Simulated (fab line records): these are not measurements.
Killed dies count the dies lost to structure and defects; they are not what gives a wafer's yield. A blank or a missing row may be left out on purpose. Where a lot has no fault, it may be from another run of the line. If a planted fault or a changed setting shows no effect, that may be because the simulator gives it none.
2 desks, one fault + flow sky130 + only its own numbers are on each desk; what lay behind them is given at the end

## TOOL OWNER'S DESK, rie_metal-04
The tool's own readings at SKY_METAL2_METAL_ETCH_19 (etches the open film in Cl2/BCl3, stops on SiO2, target depth 360 nm, time 78 s): means of the sampled wafers that have a number, for each lot that ran on this tool. Marked OUT: a lot whose mean sits more than 4 standard deviations from the usual mean, which makes it out of limits; the brackets give that distance.
Columns: A = drypump_motor_current_A at SKY_METAL2_METAL_ETCH_19, usual 5.7 A; B = mfc_cl2_sccm at SKY_METAL2_METAL_ETCH_19, usual 60.00 sccm; C = oes_product_au at SKY_METAL2_METAL_ETCH_19, usual 0.855 a.u.; D = rf_fwd_power_W at SKY_METAL2_METAL_ETCH_19, usual 894 W; E = throttle_valve_pct at SKY_METAL2_METAL_ETCH_19, usual 22.265 %
| lot  | first seen here | A   | B     | C     | D             | E      |
|------|-----------------|-----|-------|-------|---------------|--------|
| L687 | day 35 20:15    | 5.7 | 59.85 | 0.856 | 893           | 22.267 |
| L692 | day 37 21:19    | 5.7 | 59.90 | 0.854 | 893           | 22.272 |
| L701 | day 40 19:13    | 5.9 | 59.95 | 0.860 | 749 (-44) OUT | 22.265 |
| L699 | day 41 00:18    | 5.7 | 60.15 | 0.856 | 752 (-43) OUT | 22.262 |
This desk's verdict: out of limits on L699, L701, starting with L701 at day 40 19:13 (rf_fwd_power_W at SKY_METAL2_METAL_ETCH_19). In limits: L687, L692.

## FROM THE METROLOGY DESK
Means of the sampled wafers that have a number, per lot and without regard to the tool the lot ran on: this is what the gauges read. Marked OUT: a lot whose mean sits more than 4 standard deviations from the usual mean, which makes it out of limits; the brackets give that distance.
Columns: A = METAL1_ALCU_THK at SKY_METAL1_THK_MEAS_06, usual 247.7 nm
| lot  | first seen here | A     |
|------|-----------------|-------|
| L685 | day 30 07:50    | 243.9 |
| L686 | day 31 21:05    | 246.6 |
| L687 | day 32 13:21    | 247.0 |
| L692 | day 34 12:20    | 244.0 |
| L693 | day 35 00:12    | 244.7 |
| L694 | day 35 06:52    | 249.2 |
| L701 | day 37 13:55    | 249.0 |
| L699 | day 37 18:56    | 248.0 |
| L703 | day 37 21:59    | 246.6 |
| L704 | day 37 22:20    | 253.0 |
| L707 | day 39 11:52    | 248.1 |
Finding of this desk: none of the 11 lots has anything out of limits.

## TAKEN TOGETHER
At day 40 19:13, on L699, L701, the tool owner's desk was in a position to raise an alarm.
Metrology desk: nothing out of limits seen.
The metrology desk holds a record of L699, L701, inside its limits.
All the named lots went through SKY_METAL2_METAL_ETCH_19 on rie_metal-04.

## WHAT HAD BEEN PUT IN BY THE SIMULATOR
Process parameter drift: rie_metal-04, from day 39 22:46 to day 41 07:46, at SKY_METAL2_METAL_ETCH_19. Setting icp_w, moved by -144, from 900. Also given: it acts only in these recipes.
Lots struck among those shown: L699, L701.
Time in hours from fault onset to the first out-of-limits reading at each desk: the tool owner's desk, 20.
